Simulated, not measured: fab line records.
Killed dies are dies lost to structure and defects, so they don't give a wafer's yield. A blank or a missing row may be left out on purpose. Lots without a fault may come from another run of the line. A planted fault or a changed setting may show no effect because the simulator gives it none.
Which tool did it? ; flow sfqLine ; 14 lots, 41 wafers sampled, at 4 steps of a route of 325

WHAT EACH GAUGE READ, for each wafer
SFQ_M1_RS_MEAS_909: a four-point-probe measurement. Usual: M1_NB_RS 0.891 ohm/sq, standard deviation 0.011.
lot;measured;on;M1_NB_RS (ohm/sq);flag
L472;day 9 08:47;filmMetro-02;0.894 0.892 0.890;
L473;day 9 16:00;filmMetro-04;0.896 0.904 0.903;
L474;day 10 05:24;filmMetro-04;0.876 0.891 0.888;
L475;day 10 12:23;filmMetro-04;0.885 0.878 0.880;
L476;day 10 14:49;filmMetro-04;0.879 0.897 0.888;
L477;day 11 04:06;filmMetro-04;0.901 0.911 0.897;
L479;day 11 12:28;filmMetro-04;0.893 1.500;OFF
L483;day 12 11:19;filmMetro-02;0.896 1.509 1.570;OFF
L490;day 14 02:23;filmMetro-02;0.889 0.886 0.887;
L491;day 14 07:13;filmMetro-02;0.888 0.905 0.884;
L492;day 14 14:25;filmMetro-01;0.876 0.890 0.882;
L493;day 14 21:25;filmMetro-01;0.875 0.881 0.879;
L494;day 14 23:47;filmMetro-01;0.892 0.876 0.875;
L495;day 15 08:11;filmMetro-01;0.902 0.907 0.889;

WHICH TOOL RAN EACH LOT (tool, then ch and the chambers of the sampled wafers, then the start)
lot;SFQ_TRILAYER_L0_STRIP_STRIP_009;SFQ_TRILAYER_I0_VIA_STRIP_STRIP_035;SFQ_TRILAYER_M1_DEP_SPUTTER_037
L472;rieMetal-02 ch 0, day 3 00:29;rieMetal-03 ch 0,1, day 9 07:53;pvdSputter-06, day 9 08:42
L473;rieMetal-04 ch 0,1, day 3 06:23;rieMetal-02 ch 0,1, day 9 15:05;pvdSputter-06, day 9 15:55
L474;rieMetal-02 ch 0,1, day 3 12:35;rieMetal-02 ch 0,1, day 10 03:40;pvdSputter-03, day 10 04:17
L475;rieMetal-02 ch 0,1, day 3 17:13;rieMetal-02 ch 0,1, day 10 11:29;pvdSputter-06, day 10 12:18
L476;rieMetal-01 ch 0,1, day 3 21:59;rieMetal-02 ch 0,1, day 10 13:53;pvdSputter-04, day 10 14:42
L477;rieMetal-02 ch 0,1, day 4 07:10;rieMetal-02 ch 0,1, day 11 03:11;pvdSputter-04, day 11 04:01
L479;rieMetal-01 ch 1, day 4 16:46;rieMetal-02 ch 0,1, day 11 10:43;pvdSputter-04, day 11 11:32
L483;rieMetal-02 ch 0,1, day 5 15:34;rieMetal-02 ch 0,1, day 12 10:23;pvdSputter-04, day 12 11:11
L490;rieMetal-01 ch 0,1, day 6 23:31;rieMetal-01 ch 0,1, day 14 01:30;pvdSputter-06, day 14 02:18
L491;rieMetal-02 ch 0,1, day 7 05:31;rieMetal-01 ch 0,1, day 14 06:18;pvdSputter-03, day 14 07:06
L492;rieMetal-04 ch 0,1, day 7 11:19;rieMetal-01 ch 0,1, day 14 13:18;pvdSputter-03, day 14 14:19
L493;rieMetal-02 ch 0,1, day 7 16:08;rieMetal-02 ch 0, day 14 20:30;pvdSputter-04, day 14 21:18
L494;rieMetal-02 ch 0,1, day 7 19:43;rieMetal-03 ch 0,1, day 14 22:54;pvdSputter-03, day 14 23:42
L495;rieMetal-04 ch 0,1, day 8 00:31;rieMetal-03 ch 0,1, day 15 07:18;pvdSputter-03, day 15 08:06
- SFQ_TRILAYER_L0_STRIP_STRIP_009: strips in O2.
- SFQ_TRILAYER_I0_VIA_STRIP_STRIP_035: strips in O2.
- SFQ_TRILAYER_M1_DEP_SPUTTER_037: material Nb, target thk 200 nm, time 133.3 s.

AS READ BY THE TOOLS THEMSELVES (means over the sampled wafers that have a number; for cases with no such wafer, the mark the record gives instead)
SFQ_TRILAYER_L0_STRIP_STRIP_009. Usual: chamberPressureMTorr 50.00 mTorr, standard deviation 0.045; drypumpMotorCurrentA 5.9 A, standard deviation 0.42; oesProductAu 1.004 a.u., standard deviation 0.012.
lot;tool;chamberPressureMTorr (mTorr);drypumpMotorCurrentA (A);oesProductAu (a.u.);flag
L472;rieMetal-02;49.98;6.3;1.006;
L473;rieMetal-04;50.04;6.0;1.006;
L474;rieMetal-02;49.97;6.0;1.004;
L475;rieMetal-02;50.05;6.0;1.000;
L476;rieMetal-01;49.97;5.2;1.006;
L477;rieMetal-02;49.99;6.0;0.999;
L479;rieMetal-01;50.03;5.6;0.998;
L483;rieMetal-02;50.00;6.0;0.985;
L490;rieMetal-01;49.98;5.2;0.998;
L491;rieMetal-02;50.05;6.0;0.999;
L492;rieMetal-04;50.02;5.9;1.026;
L493;rieMetal-02;50.00;6.1;1.003;
L494;rieMetal-02;49.99;6.2;1.002;
L495;rieMetal-04;50.00;5.9;1.017;

SFQ_TRILAYER_I0_VIA_STRIP_STRIP_035. Usual: chamberPressureMTorr 50.00 mTorr, standard deviation 0.045; drypumpMotorCurrentA 5.9 A, standard deviation 0.5; oesProductAu 0.992 a.u., standard deviation 0.012.
lot;tool;chamberPressureMTorr (mTorr);drypumpMotorCurrentA (A);oesProductAu (a.u.);flag
L472;rieMetal-03;49.99;5.5;0.995;
L473;rieMetal-02;49.98;6.2;0.987;
L474;rieMetal-02;49.99;6.2;0.977;
L475;rieMetal-02;50.00;6.0;0.995;
L476;rieMetal-02;49.94;6.0;1.001;
L477;rieMetal-02;50.02;6.0;0.993;
L479;rieMetal-02;49.96;6.1;0.984;
L483;rieMetal-02;50.02;6.0;0.987;
L490;rieMetal-01;50.01;5.4;0.997;
L491;rieMetal-01;50.02;5.2;0.999;
L492;rieMetal-01;50.01;5.2;0.996;
L493;rieMetal-02;49.97;6.3;0.984;
L494;rieMetal-03;49.98;6.0;0.998;
L495;rieMetal-03;50.01;5.5;1.000;

SFQ_TRILAYER_M1_DEP_SPUTTER_037. Usual: throttleValvePct reads 29.9 % (standard deviation 0.69).
lot;tool;throttleValvePct (%);flag
L472;pvdSputter-06;29.5;
L473;pvdSputter-06;29.9;
L474;pvdSputter-03;29.7;
L475;pvdSputter-06;29.7;
L476;pvdSputter-04;29.5;
L477;pvdSputter-04;29.6;
L479;pvdSputter-04;29.9;
L483;pvdSputter-04;29.6;
L490;pvdSputter-06;29.7;
L491;pvdSputter-03;30.6;
L492;pvdSputter-03;31.0;
L493;pvdSputter-04;29.6;
L494;pvdSputter-03;30.7;
L495;pvdSputter-03;30.9;

THE ANSWER, worked out from the rows above alone
Rule: take the mean of a lot's wafers that have a number; if it is more than 3 standard deviations from the usual mean, the lot is off. A lot without any number at a reading at which 4 lots or more have one is off too. Where the step has rows for the other lots, those lots are counted as sound. The gauges are gone through in route order, then the tools' own readings, and for those a lot's mean is taken as printed above. The first step at which some lot is off is used, and at that step the reading that is off furthest; a lot without a number counts as furthest.
Off: L479, L483, seen at SFQ_M1_RS_MEAS_909 (M1_NB_RS).
A tool fits if, at a process step before that reading, it ran every lot that is off, and no sound lot after the first of them. The gauges at SFQ_M1_RS_MEAS_909 are tried like those tools. Of those tried, none fits.

WHAT THE SIMULATOR HAD PUT IN
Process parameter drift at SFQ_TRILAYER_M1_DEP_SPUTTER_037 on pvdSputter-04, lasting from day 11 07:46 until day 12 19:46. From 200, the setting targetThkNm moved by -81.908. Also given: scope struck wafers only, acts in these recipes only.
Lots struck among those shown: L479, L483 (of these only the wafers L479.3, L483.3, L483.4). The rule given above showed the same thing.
